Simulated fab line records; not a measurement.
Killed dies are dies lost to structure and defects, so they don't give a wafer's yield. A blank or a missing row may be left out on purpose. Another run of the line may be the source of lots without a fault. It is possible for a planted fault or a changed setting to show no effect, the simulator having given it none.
Matching of chambers | flow sky130 | rieSi-01 running SKY_POLY_GATE_ETCH_17: 4 sister chambers
The step etches poly-Si in HBr/Cl2, stops on SiO2, target depth 180 nm, time 70.5 s. 8 wafers are shown with their chamber, then 7 later ones without.

EACH WAFER AND ITS CHAMBER
wafer  | chamber | drypumpMotorCurrentA (A) | oesProductAu (a.u.)
L471.4 | 2       | 6.7                      | 1.004
L473.1 | 1       | 6.3                      | 0.995
L473.5 | 3       | 4.9                      | 0.990
L481.1 | 0       | 5.2                      | 0.986
L481.3 | 3       | 4.9                      | 0.993
L481.4 | 2       | 6.7                      | 0.990
L483.1 | 0       | 5.1                      | 0.986
L483.4 | 1       | 6.3                      | 0.979

WAFERS WITHOUT THEIR CHAMBER
wafer  | drypumpMotorCurrentA (A) | oesProductAu (a.u.)
L483.5 | 6.7                      | 0.974
L485.4 | 6.3                      | 0.994
L485.5 | 4.9                      | 0.989
L485.6 | 6.7                      | 0.976
L487.1 | 6.7                      | 0.982
L487.2 | 6.3                      | 0.985
L487.6 | 4.9                      | 0.991

THE CHAMBER EACH PASSED THROUGH
wafer  | from the rows above | in truth
L483.5 | 2                   | 2
L485.4 | 1                   | 1
L485.5 | 3                   | 3
L485.6 | 2                   | 2
L487.1 | 2                   | 2
L487.2 | 1                   | 1
L487.6 | 3                   | 3
Correct placement for 7 of the 7. Not placeable from these rows: 0. 0 placed wrongly.
How it was worked out, from the rows above alone: a wafer's distance from a chamber is the root of the sum, over the readings, of the square of ((its reading less the chamber's mean) divided by the reading's scatter). The wafer belongs to the nearest chamber; if the next one is less than 2 further off, it can't be placed. The mean given for a chamber averages the wafers shown for that chamber. How the scatter is found: for the shown wafers, subtract from each reading the mean of its chamber, square and add these, divide the total by (wafers less chambers), then take the root.
